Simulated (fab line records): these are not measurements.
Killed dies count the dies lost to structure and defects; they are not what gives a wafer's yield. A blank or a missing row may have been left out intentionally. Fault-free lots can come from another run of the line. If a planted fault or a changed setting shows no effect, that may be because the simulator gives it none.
Problem report, 8D (eight disciplines) form, completed by code ; flow gf180mcu ; the parts of the form that need people (team, actions taken, sign-off) are left out

## 1. WHAT IS WRONG
Across 3 wafers from 2 lots, V3_W_RS at GF_V3_RS_MEAS_24 averages 0.390 ohm/sq, while fault-free wafers read 0.326 ohm/sq with a standard deviation of 0.0049. That is +13 standard deviations from the usual mean.
The step: measures by four-point-probe.
First observed at day 25 00:44: wafer L417.6, on film-metro-02. The record has a number at this step for 30 wafers belonging to 10 lots. Rule for "out", or "out of limits": more than 4 standard deviations from the usual mean. The other wafers with a number count as sound.

## 2. WHAT THIS IS AND IS NOT
question;is;is not
which readings at this step;V3_W_RS;-
which lots;L417, L418;L410, L411, L413, L426, L428, L429, L430, L433
which wafers of those lots;L417.6, L418.2, L418.6;L417.1, L417.3, L418.1
read on which gauges;film-metro-01, film-metro-02;film-metro-04
when;from day 25 00:44;"up to then (11 sound wafers); but 16 sound wafers of L418, L426, L428, L429, L430, L433 came after"

## 3. WHAT RULES OUT EACH SUSPECT
Counting: any tool at a process step up to the reading remains a suspect provided it ran every lot that is out. Sound lots after the first of them don't rule it out here, since some wafers of a struck lot are sound.
- ruled out: the gauge at GF_V3_RS_MEAS_24. Those wafers that are out were read across 2 gauges (film-metro-01, film-metro-02).
- pvd-sputter-03 at GF_V3_SPUTTER_22 (material TiN, target thk 10 nm, time 40 s): kept. It ran every lot that is out, first L417 (day 25 00:35); its last sound lot up to then is L413 (day 23 06:44).
- cvd-w-02 at GF_V3_CVD_23 (deposits W, target thk 350 nm, time 104.9 s): kept. It ran every lot that is out, first L417 (day 25 00:38); its last sound lot up to then is L413 (day 23 06:47).
- The sound lot-mates ran in chamber 1 of cvd-w-02 at GF_V3_CVD_23, but the wafers that are out ran in chamber 0.
Left after counting: pvd-sputter-03 at GF_V3_SPUTTER_22, cvd-w-02 at GF_V3_CVD_23.

## 4. THE CAUSE (what the simulator had put in)
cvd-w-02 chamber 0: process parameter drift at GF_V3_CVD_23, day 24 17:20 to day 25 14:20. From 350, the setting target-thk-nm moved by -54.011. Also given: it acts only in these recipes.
2 suspects survive the count, and this tool is in that group.

## 5. THE EFFECT CHAIN, in route order
Each row: a reading whose mean over the struck wafers that have a number lies more than 3 standard deviations from the usual. Scope: only readings with a usual standard deviation given in the record; hours: median across lots of the time from each lot's start at the first step in this table that gives one to its start at this step; sigmas: change in usual standard deviations.
hours;step;reading;usual;on struck wafers;change;sigmas
0;GF_V3_RS_MEAS_24;V3_W_RS;0.326 ohm/sq;0.390;+0.064;+13
0;GF_V3_THK_MEAS_25;V3_W_THK;358 nm;298;-60;-7.2

## 6. HOW IT WOULD HAVE BEEN CAUGHT EARLIER
The first out-of-limits reading at a measuring or inspecting step in this record came at day 25 00:44, 7 hours after the fault's start at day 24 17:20.
No tool reading at GF_V3_CVD_23 that has a usual standard deviation in the record was out on any struck wafer, so an alarm limit of 4 standard deviations on those readings would not have fired.
Lots out: 2; of these, L418 started GF_V3_CVD_23 on cvd-w-02 after day 25 00:44. Holding the tool at that time would have saved it.
